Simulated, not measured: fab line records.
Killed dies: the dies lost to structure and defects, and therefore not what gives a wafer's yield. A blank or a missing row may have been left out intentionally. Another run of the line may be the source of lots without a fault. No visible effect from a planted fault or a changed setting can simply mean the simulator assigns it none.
Which tool was responsible? | flow sky130 | route of 708 steps, sampled at 1 step: 14 lots, 42 wafers

## WHAT THE GAUGES SHOWED, per wafer
SKY_FIELD_ISO_CD_MEAS_13: target cd 150 nm. Usual: cd nm reads 150.1 nm (standard deviation 1.6).
lot  | measured    | on        | cd nm (nm)        | flag
L722 | day 2 04:25 | cd sem-01 | 150.8 148.6 149.2 |
L723 | day 2 08:59 | cd sem-01 | 148.7 147.1 148.7 |
L724 | day 2 15:59 | cd sem-02 | 149.6 151.2 149.6 |
L727 | day 3 07:22 | cd sem-01 | 148.0 147.6 146.4 |
L728 | day 3 10:44 | cd sem-01 | 151.2 151.3 149.9 |
L732 | day 4 11:53 | cd sem-01 | 151.7 152.8 152.7 |
L733 | day 4 12:28 | cd sem-02 | 152.0 151.6 152.8 |
L734 | day 5 00:17 | cd sem-01 | 150.5 151.3 150.6 |
L736 | day 5 06:08 | cd sem-02 | 150.5 151.4 151.7 |
L738 | day 5 17:02 | cd sem-02 | 146.9 147.6 149.7 |
L740 | day 6 06:17 | cd sem-02 | 151.3 149.5 150.8 |
L741 | day 6 08:14 | cd sem-02 | 147.9 148.4 147.8 |
L742 | day 6 14:16 | cd sem-02 | 149.2 149.4 148.5 |
L743 | day 6 20:02 | cd sem-02 | 148.7 151.4 148.2 |

## WHAT TOOL EACH LOT RAN ON (gives the tool, then ch and the chambers of the sampled wafers, and finally the start)
There is no process step in the record ahead of these readings.

## WHAT THE TOOLS THEMSELVES READ (means of the sampled wafers that have a number; where no wafer has one, the mark that the record gives instead)
The record holds no such reading with a usual standard deviation.

## THE ANSWER, worked out from the rows above alone
Rule: take the mean of a lot's wafers that have a number; if it is more than 3 standard deviations from the usual mean, the lot is off. A lot without any number at a reading at which 4 lots or more have one is off too. Where the step has rows for the other lots, those lots are counted as sound. First the gauges in route order, then the tools' own readings, where a lot's mean is used as printed above. At the first step where some lot is off, the reading lying furthest off is the one used; lots without a number count as furthest.
No lot is off at any reading shown: from this, nothing can be told.

## WHAT HAD BEEN PUT IN BY THE SIMULATOR
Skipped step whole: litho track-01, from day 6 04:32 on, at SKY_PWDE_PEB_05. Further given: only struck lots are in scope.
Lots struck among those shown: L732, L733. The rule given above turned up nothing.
